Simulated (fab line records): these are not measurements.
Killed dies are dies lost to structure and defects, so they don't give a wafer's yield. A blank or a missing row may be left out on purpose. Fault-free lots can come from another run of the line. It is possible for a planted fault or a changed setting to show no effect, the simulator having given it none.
A struck lot beside a sound one ; flow sky130 ; 15 steps out of a route of 708
Sound: the wafers L989.1, L989.4, L989.6. Struck: wafers L102.1, L102.3, L102.6. The cause comes at the end.
Order at every step that has rows: each side's tool, ch and its chambers, its first start. Under that, the readings that differ: sound wafers ; struck wafers ; difference of the means ; sigmas: that difference in standard deviations of wafers without a fault.
alike: readings with means less than 2 such deviations apart, plus words and numbers identical on both sides. not compared: withheld readings, readings lacking a value on some wafer, bounds such as >300 that could conceal the same value, and numbers that have no deviation in the record and whose values overlap.
Wherever a step has rows on one side only, a row that says differs or no value, or a row with sigmas, the two part there. When numbers do not overlap yet have no deviation, they are printed without sigmas and do not part them. A reading missing from all wafers of one side parts the sides only when that side holds two or more wafers.

SKY_LOCAL_INTERCONNECT_CD_MEAS_11: the cd target is 170 nm.
  struck on cdSem-02, day 35 21:16; sound on cdSem-01, day 31 17:13
  alike: cdNm
SKY_LOCAL_INTERCONNECT_OVL_MEAS_12:
  struck on overlay-02, day 35 21:23; sound on overlay-01, day 31 17:20
  alike: LOCAL_INTERCONNECT_OVL
SKY_LOCAL_INTERCONNECT_ETCH_13: etches BARC in N2/H2, stops on SiO2, time 45.9 s, target depth 60 nm.
  sound on rieMetal-02 ch 1, day 31 17:22; struck on rieMetal-04 ch 0,1, day 35 21:25
  alike: drypumpMotorCurrentA, oesProductAu, throttleValvePct
  not compared: rfHoursCounterH
SKY_LOCAL_INTERCONNECT_METAL_ETCH_14: etches TiN in Cl2/BCl3, stops on PSG, target depth 110 nm, time 31.4 s.
  sound on rieMetal-02 ch 1, day 31 17:26; struck on rieMetal-04 ch 0,1, day 35 21:29
  alike: drypumpMotorCurrentA, oesProductAu, throttleValvePct
  not compared: rfHoursCounterH
SKY_LOCAL_INTERCONNECT_STRIP_15: strips in O2/N2.
  sound on plasmaAsher-04 ch 0,1, day 31 17:29; struck on plasmaAsher-01 ch 0,1, day 35 21:32
reading;sound;struck;difference;sigmas
drypumpMotorCurrentA (A);6.1 6.1 6.1;5.0 4.9 5.7;-0.9;-2
  alike: oesProductAu, stripTimeToEndpointS
  not compared: rfHoursCounterH
then, 3 steps without rows for these wafers: SKY_LOCAL_INTERCONNECT_STRIP_16 (strips in post etch residue remover, time 1200 s); SKY_LOCAL_INTERCONNECT_CLEAN_17 (cleans in IPA, time 180 s); SKY_LOCAL_INTERCONNECT_CLEAN_18 (cleans in O3/DIW).
SKY_CONTACT_CVD_00: deposits Si3N4, target thk 75 nm.
  sound on pecvd-02 ch 0,2, day 31 18:05; struck on pecvd-02 ch 0, day 35 22:08
  alike: heaterPowerW
SKY_CONTACT_THK_MEAS_01:
  struck on filmMetro-03, day 35 22:11; sound on filmMetro-02, day 31 18:07
  alike: CONTACT_CVD_00_THK
then, 1 step without rows for these wafers: SKY_CONTACT_HDPCVD_02 (deposits SiO2, target thk 565 nm, time 94.2 s).
SKY_CONTACT_THK_MEAS_03:
  struck on filmMetro-04, day 35 22:19; sound on filmMetro-02, day 31 18:14
  alike: CONTACT_HDPCVD_THK
SKY_CONTACT_CMP_04: polishes SiO2.
  sound on cmp-01 ch 0,1,3, day 31 18:18; struck on cmp-01 ch 1,2,3, day 35 22:22
reading;sound;struck;difference;sigmas
headPressurePsi (psi);4.007 3.995 4.018;4.151 4.145 4.152;+0.143;+15
  alike: motorCurrentA, timeToEndpointS
SKY_CONTACT_BOW_MEAS_05:
  struck on filmMetro-02, day 35 22:40; sound on filmMetro-02, day 31 18:37
  alike: CONTACT_BOW
SKY_PAD_OPEN_PROBE_99:
  the record has rows for the sound wafers here (prober-02, day 46 16:51) and none for the struck ones

## WHERE THEY PART
First at SKY_LOCAL_INTERCONNECT_STRIP_15; last, within this record, at SKY_PAD_OPEN_PROBE_99.

WHY: what had been put in by the simulator
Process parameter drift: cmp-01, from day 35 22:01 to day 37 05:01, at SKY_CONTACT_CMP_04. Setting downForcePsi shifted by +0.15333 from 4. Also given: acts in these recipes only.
